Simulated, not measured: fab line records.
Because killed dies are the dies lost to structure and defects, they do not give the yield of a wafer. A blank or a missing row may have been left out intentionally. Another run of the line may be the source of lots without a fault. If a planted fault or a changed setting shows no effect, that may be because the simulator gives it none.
Which tool is to blame? | flow sky130 | 13 lots with 39 wafers sampled at 2 steps, on a route of 708 steps

## WHAT THE GAUGES READ, wafer by wafer
SKY_FIELD_ISO_THK_MEAS_02. Usual: FIELD_ISO_OXIDATION_00_THK typically reads 12.05 nm, with standard deviation 0.22.
lot  | measured    | on           | FIELD_ISO_OXIDATION_00_THK (nm) | flag
L186 | day 1 16:38 | filmMetro-02 | 11.80 12.11 11.86               | 
L188 | day 2 03:05 | filmMetro-04 | 12.08 12.34 12.21               | 
L191 | day 2 17:38 | filmMetro-01 | 12.05 12.21 12.25               | 
L192 | day 2 22:38 | filmMetro-01 | 11.77 11.97 11.88               | 
L193 | day 3 03:41 | filmMetro-01 | 11.86 11.44 11.44               | 
L194 | day 3 08:52 | filmMetro-02 | 12.12 12.13 12.07               | 
L200 | day 4 17:13 | filmMetro-02 | 12.21 12.01 12.16               | 
L203 | day 5 08:44 | filmMetro-02 | 12.49 12.40 12.54               | 
L204 | day 5 12:07 | filmMetro-02 | 12.42 12.04 12.26               | 
L205 | day 5 15:39 | filmMetro-01 | 12.07 12.10 11.87               | 
L206 | day 5 21:05 | filmMetro-01 | 11.99 11.93 12.02               | 
L207 | day 6 02:01 | filmMetro-02 | 12.06 12.15 12.17               | 
L208 | day 6 06:38 | filmMetro-04 | 12.17 12.19 12.15               | 

SKY_FIELD_ISO_THK_MEAS_04. Usual: FIELD_ISO_CVD_03_THK typically reads 164.0 nm, with standard deviation 1.5.
lot  | measured    | on           | FIELD_ISO_CVD_03_THK (nm) | flag
L186 | day 1 18:29 | filmMetro-02 | 161.8 163.4 162.7         | 
L188 | day 2 05:50 | filmMetro-01 | 166.4 164.4 163.6         | 
L191 | day 2 19:29 | filmMetro-02 | 162.8 162.0 161.8         | 
L192 | day 3 01:02 | filmMetro-01 | 163.0 164.0 164.3         | 
L193 | day 3 05:48 | filmMetro-01 | 163.1 164.5 163.8         | 
L194 | day 3 10:43 | filmMetro-04 | 161.9 162.0 161.9         | 
L200 | day 4 19:04 | filmMetro-01 | 165.6 163.8 164.0         | 
L203 | day 5 10:34 | filmMetro-02 | 163.5 163.8 162.0         | 
L204 | day 5 14:46 | filmMetro-04 | 164.6 163.6 163.5         | 
L205 | day 5 17:47 | filmMetro-02 | 164.6 163.9 164.5         | 
L206 | day 5 23:38 | filmMetro-01 | 162.9 164.8 164.0         | 
L207 | day 6 03:52 | filmMetro-04 | 166.7 166.4 164.4         | 
L208 | day 6 08:29 | filmMetro-04 | 161.1 162.5 161.8         | 

## TOOL THAT RAN EACH LOT (tool first, then ch and the chambers of the sampled wafers, then the start)
No process step before these readings appears in the record.

## AS READ BY THE TOOLS THEMSELVES (means over the sampled wafers that have a number; for cases with no such wafer, the mark the record gives instead)
The record holds no such reading with a usual standard deviation.

## THE ANSWER, worked out from the rows above alone
Rule: a lot counts as off when the mean over its wafers that have a number is more than 3 standard deviations away from the usual mean. A lot without any number at a reading at which 4 lots or more have one is off too. The other lots that the step has rows for count as sound. After the gauges, taken in route order, come the tools' own readings; for these a lot's mean is taken, as printed above. The first step at which some lot is off is used, and at that step the reading that is off furthest; a lot without a number counts as furthest.
None of the lots is off at any reading shown; this tells nothing.

## WHAT THE SIMULATOR HAD PUT IN
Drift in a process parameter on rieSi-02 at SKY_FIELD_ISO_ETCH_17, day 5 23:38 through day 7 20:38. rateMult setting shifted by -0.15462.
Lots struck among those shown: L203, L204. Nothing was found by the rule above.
